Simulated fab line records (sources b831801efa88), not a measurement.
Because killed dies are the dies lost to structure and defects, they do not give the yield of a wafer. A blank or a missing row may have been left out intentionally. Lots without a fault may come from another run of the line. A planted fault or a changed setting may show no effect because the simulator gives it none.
Struck lot and sound lot, side by side	flow sky130	14 steps out of a route of 708
Sound: these wafers, L113.1, L113.2, L113.5. Wafers struck: L110.1, L110.2, L110.6. The cause comes at the end.
Per side, at each step with rows, come the tool, then ch with its chambers, and then its first start. Under that, the readings that differ: sound wafers	struck wafers	difference of the means	sigmas: that difference in standard deviations of wafers without a fault.
alike: readings whose means differ by less than 2 such deviations, and words and numbers that are the same on both sides. not compared: withheld readings, readings that some wafer has no value for, bounds like >300 that may hide the same value, and numbers for which the record gives no deviation and whose values overlap.
Wherever a step has rows on one side only, a row that says differs or no value, or a row with sigmas, the two part there. Non-overlapping numbers with no deviation appear without sigmas and do not part them. A reading missing from all wafers of one side parts the sides only when that side holds two or more wafers.

SKY_FIELD_ISO_BOW_MEAS_00:
  sound on film-metro-03, day 4 13:00; struck on film-metro-04, day 3 22:00
  alike: INCOMING_BOW
then, 1 step without rows for these wafers: SKY_FIELD_ISO_OXIDATION_01 (stabilise 600 s, purge 300 s, target thk 12 nm).
SKY_FIELD_ISO_THK_MEAS_02:
  sound on film-metro-04, day 4 16:22; struck on film-metro-04, day 4 03:23
reading	sound	struck	difference	sigmas
FIELD_ISO_OXIDATION_00_THK (nm)	12.74 12.57 12.59	11.85 11.89 11.94	-0.74	-3
then, 1 step without rows for these wafers: SKY_FIELD_ISO_CVD_03 (deposits Si3N4 from DCS/NH3, target thk 165 nm, time 2830 s).
SKY_FIELD_ISO_THK_MEAS_04:
  sound on film-metro-03, day 4 18:15; struck on film-metro-02, day 4 05:14
  alike: FIELD_ISO_CVD_03_THK
then, 7 steps without rows for these wafers: SKY_FIELD_ISO_DEHYDRATE_05 (time 60 s); SKY_FIELD_ISO_HMDS_06 (prime time 60 s); SKY_FIELD_ISO_COAT_07 (resist thk 60 nm); SKY_FIELD_ISO_COAT_08 (resist thk 450 nm); SKY_FIELD_ISO_SOFTBAKE_09 (time 90 s); SKY_FIELD_ISO_EXPOSE_10 (exposes mask FOM, target cd 150 nm); SKY_FIELD_ISO_PEB_11.
SKY_FIELD_ISO_DEVELOP_12: develop time 60 s.
  struck on litho-track-03, day 4 20:00; sound on litho-track-03 ch 0, day 5 11:00
  no value came back on the struck wafers for chill-plate-temp-C (C), develop-time-s (s); on the sound wafers chill-plate-temp-C (C) reads 23.30 23.13 23.21
reading	sound	struck	difference	sigmas
model.KrF-thick_of_FIELD_ISO_COAT_08.thk-nm (nm)	434.7 435 436.1	449.9 451.4 450.5	+15.3	
SKY_FIELD_ISO_CD_MEAS_13 targets a cd of 150 nm.
  sound on cd-sem-01, day 5 11:28; struck on cd-sem-01, day 4 21:01
reading	sound	struck	difference	sigmas
cd-nm (nm)	146.7 147.2 144.7	- - -	no value on the struck wafers	

WHERE THEY PART
Last at SKY_FIELD_ISO_CD_MEAS_13 as far as this record goes, first at SKY_FIELD_ISO_THK_MEAS_02.

WHY: what had been put in by the simulator
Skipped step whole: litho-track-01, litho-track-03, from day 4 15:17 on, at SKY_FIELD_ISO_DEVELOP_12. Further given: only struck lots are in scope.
